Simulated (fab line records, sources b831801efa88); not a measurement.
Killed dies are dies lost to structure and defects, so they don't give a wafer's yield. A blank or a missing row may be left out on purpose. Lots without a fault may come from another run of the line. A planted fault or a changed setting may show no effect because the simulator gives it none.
Which tool did it? | flow sky130 | 6 lots, 18 wafers sampled, at 3 steps of a route of 708

WHAT THE GAUGES READ, wafer by wafer
SKY_SONOS_TUNNEL_TW_MEAS_12.
lot  | measured     | on            | SONOS_TUNNEL_TW
L229 | day 12 16:30 | film_metro-04 | 197.6 198.3 197.6
L232 | day 13 10:25 | film_metro-04 | 198.4 199.3 198.6
L234 | day 14 12:18 | film_metro-01 | 199.5 199.2 200.1
L239 | day 16 00:23 | film_metro-03 | 203.2 203.1 203.0
L246 | day 18 02:02 | film_metro-04 | 199.2 196.7 199.3
L248 | day 19 03:00 | film_metro-03 | 195.8 195.8 196.5

WHICH TOOL RAN EACH LOT (tool, then ch and the chambers of the sampled wafers, then the start)
lot  | SKY_PWDE_STRIP_09                   | SKY_SONOS_TUNNEL_IMPLANT_09
L229 | plasma_asher-01 ch 0,1, day 4 18:04 | implanter-04 ch 0, day 12 16:05
L232 | plasma_asher-02 ch 0,1, day 5 08:24 | implanter-02 ch 0, day 13 10:02
L234 | plasma_asher-04 ch 0,1, day 6 02:58 | implanter-02 ch 0, day 14 11:54
L239 | plasma_asher-02 ch 0,1, day 7 05:58 | implanter-02 ch 0, day 15 23:59
L246 | plasma_asher-02 ch 0,1, day 8 15:36 | implanter-03 ch 0, day 18 01:40
L248 | plasma_asher-02 ch 0,1, day 9 08:43 | implanter-02 ch 0, day 19 02:36
- SKY_PWDE_STRIP_09: strips in O2/N2.
- SKY_SONOS_TUNNEL_IMPLANT_09

THE ANSWER, worked out from the rows above alone
Rule: what is usual is taken from the lots themselves. Put in order of their means at a reading, lots are off if they are a third of the lots or fewer, leave a main group of 4 or more, and stand apart from it by a gap of 3 or more times the standard deviation of the main group's means; of several such gaps the widest counts. A main group whose means are all the same, to the digits that the tables above print for the reading, isn't used. A lot without any number at a reading at which 4 lots or more have one is off too. The other lots that the step has rows for count as sound.
No lot is off at any reading shown: from this, nothing can be told.

WHAT THE SIMULATOR HAD PUT IN
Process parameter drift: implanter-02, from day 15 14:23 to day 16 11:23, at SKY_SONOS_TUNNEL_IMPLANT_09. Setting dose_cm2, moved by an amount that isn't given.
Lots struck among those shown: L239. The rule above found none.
